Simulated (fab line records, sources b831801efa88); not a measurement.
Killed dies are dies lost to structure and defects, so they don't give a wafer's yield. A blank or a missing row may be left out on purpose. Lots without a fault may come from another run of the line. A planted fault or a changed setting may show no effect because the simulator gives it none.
Which tool did it? | flow gf180mcu | 13 lots, 39 wafers sampled, at 3 steps of a route of 602

WHAT THE GAUGES READ, wafer by wafer
GF_V1_RS_MEAS_24: measures by four-point-probe. Usual: V1_W_RS 0.329 ohm/sq, standard deviation 0.0042.
lot  | measured     | on            | V1_W_RS (ohm/sq)  | flag
L944 | day 17 21:15 | film_metro-04 | 0.323 0.330 0.325 |
L945 | day 18 11:58 | film_metro-04 | 0.323 0.327 0.320 |
L946 | day 18 22:44 | film_metro-04 | 0.331 0.331 0.328 |
L948 | day 19 18:37 | film_metro-04 | 0.332 0.328 0.330 |
L949 | day 20 00:59 | film_metro-04 | 0.333 0.332 0.328 |
L950 | day 20 04:43 | film_metro-02 | 0.329 0.324 0.332 |
L952 | day 21 04:19 | film_metro-01 | 0.331 0.334 0.327 |
L953 | day 21 11:01 | film_metro-04 | 0.330 0.332 0.334 |
L955 | day 22 09:50 | film_metro-01 | 0.325 0.325 0.330 |
L956 | day 22 18:15 | film_metro-04 | 0.332 0.337 0.330 |
L959 | day 23 21:14 | film_metro-02 | 0.330 0.331 0.337 |
L960 | day 24 01:10 | film_metro-04 | 0.320 0.325 0.320 |
L967 | day 26 06:55 | film_metro-04 | 0.329 0.331 0.335 |

GF_V2_THK_MEAS_01. Usual: V2_CVD_00_THK 601 nm, standard deviation 6.9.
lot  | measured     | on            | V2_CVD_00_THK (nm) | flag
L944 | day 18 22:31 | film_metro-01 | 612 612 604        |
L945 | day 19 14:05 | film_metro-01 | 613 613 607        |
L946 | day 19 23:56 | film_metro-01 | 607 604 601        |
L948 | day 20 19:52 | film_metro-01 | 587 597 590        |
L949 | day 21 02:17 | film_metro-03 | 602 607 596        |
L950 | day 21 06:26 | film_metro-01 | 608 610 601        |
L952 | day 22 04:49 | film_metro-03 | 608 600 604        |
L953 | day 22 11:49 | film_metro-02 | 604 609 600        |
L955 | day 23 11:11 | film_metro-02 | 604 609 603        |
L956 | day 23 19:07 | film_metro-01 | 601 600 604        |
L959 | day 24 20:31 | film_metro-02 | 593 600 598        |
L960 | day 25 01:04 | film_metro-02 | 606 592 611        |
L967 | day 27 04:46 | film_metro-02 | 596 598 594        |

WHICH TOOL RAN EACH LOT (tool, then ch and the chambers of the sampled wafers, then the start)
lot  | GF_HV_LDD_STRIP_22
L944 | plasma_asher-02 ch 0,1, day 10 12:35
L945 | plasma_asher-01 ch 0,1, day 11 02:44
L946 | plasma_asher-03 ch 0,1, day 11 10:10
L948 | plasma_asher-02 ch 0,1, day 12 01:40
L949 | plasma_asher-02 ch 0,1, day 12 05:54
L950 | plasma_asher-02 ch 0,1, day 12 10:41
L952 | plasma_asher-02 ch 0,1, day 13 05:14
L953 | plasma_asher-02 ch 0,1, day 13 12:32
L955 | plasma_asher-02 ch 0,1, day 14 05:47
L956 | plasma_asher-02 ch 0,1, day 14 10:06
L959 | plasma_asher-02 ch 0,1, day 15 15:47
L960 | plasma_asher-02 ch 0,1, day 15 18:26
L967 | plasma_asher-02 ch 0,1, day 18 01:53
- GF_HV_LDD_STRIP_22: strips in O2/N2.

WHAT THE TOOLS THEMSELVES READ (means of the sampled wafers that have a number; where no wafer has one, the mark that the record gives instead)
GF_HV_LDD_STRIP_22. Usual: drypump_motor_current_A 5.92 A, standard deviation 0.27; heater_power_w 340 W, standard deviation 28; o2_flow_sccm 2998 sccm, standard deviation 8.5; oes_product_au 0.716 a.u., standard deviation 0.004; strip_time_to_endpoint_s 12.63 s, standard deviation 0.046.
lot  | tool            | drypump_motor_current_A (A) | heater_power_w (W) | o2_flow_sccm (sccm) | oes_product_au (a.u.) | strip_time_to_endpoint_s (s) | flag
L944 | plasma_asher-02 | 6.11                        | 362                | 2993                | 0.715                 | 12.59                        |
L945 | plasma_asher-01 | 5.64                        | 359                | 3004                | 0.712                 | 12.64                        |
L946 | plasma_asher-03 | 5.57                        | 324                | 2999                | 0.714                 | 12.69                        |
L948 | plasma_asher-02 | 6.03                        | 332                | 3001                | 0.716                 | 12.59                        |
L949 | plasma_asher-02 | 6.03                        | 330                | 3007                | 0.718                 | 12.70                        |
L950 | plasma_asher-02 | 6.08                        | 356                | 2989                | 0.717                 | 12.71                        |
L952 | plasma_asher-02 | 6.12                        | 352                | 2991                | 0.717                 | 12.60                        |
L953 | plasma_asher-02 | 6.04                        | 335                | 2998                | 0.720                 | 12.59                        |
L955 | plasma_asher-02 | 6.04                        | 332                | 3003                | 0.715                 | 12.59                        |
L956 | plasma_asher-02 | 6.10                        | 356                | 2988                | 0.714                 | 12.61                        |
L959 | plasma_asher-02 | 6.03                        | 332                | 2400                | 0.706                 | 12.75                        | OFF
L960 | plasma_asher-02 | 6.02                        | 327                | 2401                | 0.709                 | 12.74                        | OFF
L967 | plasma_asher-02 | 6.03                        | 332                | 3003                | 0.709                 | 12.68                        |

THE ANSWER, worked out from the rows above alone
Rule: a lot is off if the mean of its wafers that have a number lies more than 3 standard deviations from the usual mean. A lot without any number at a reading at which 4 lots or more have one is off too. The other lots that the step has rows for count as sound. The gauges are gone through in route order, then the tools' own readings, and for those a lot's mean is taken as printed above. The first step at which some lot is off is used, and at that step the reading that is off furthest; a lot without a number counts as furthest.
Off: L959, L960, at GF_HV_LDD_STRIP_22 (o2_flow_sccm).
A tool fits if, at that step or a process step before it, it ran every lot that is off, and no sound lot after the first of them. None of those tried fits.

WHAT THE SIMULATOR HAD PUT IN
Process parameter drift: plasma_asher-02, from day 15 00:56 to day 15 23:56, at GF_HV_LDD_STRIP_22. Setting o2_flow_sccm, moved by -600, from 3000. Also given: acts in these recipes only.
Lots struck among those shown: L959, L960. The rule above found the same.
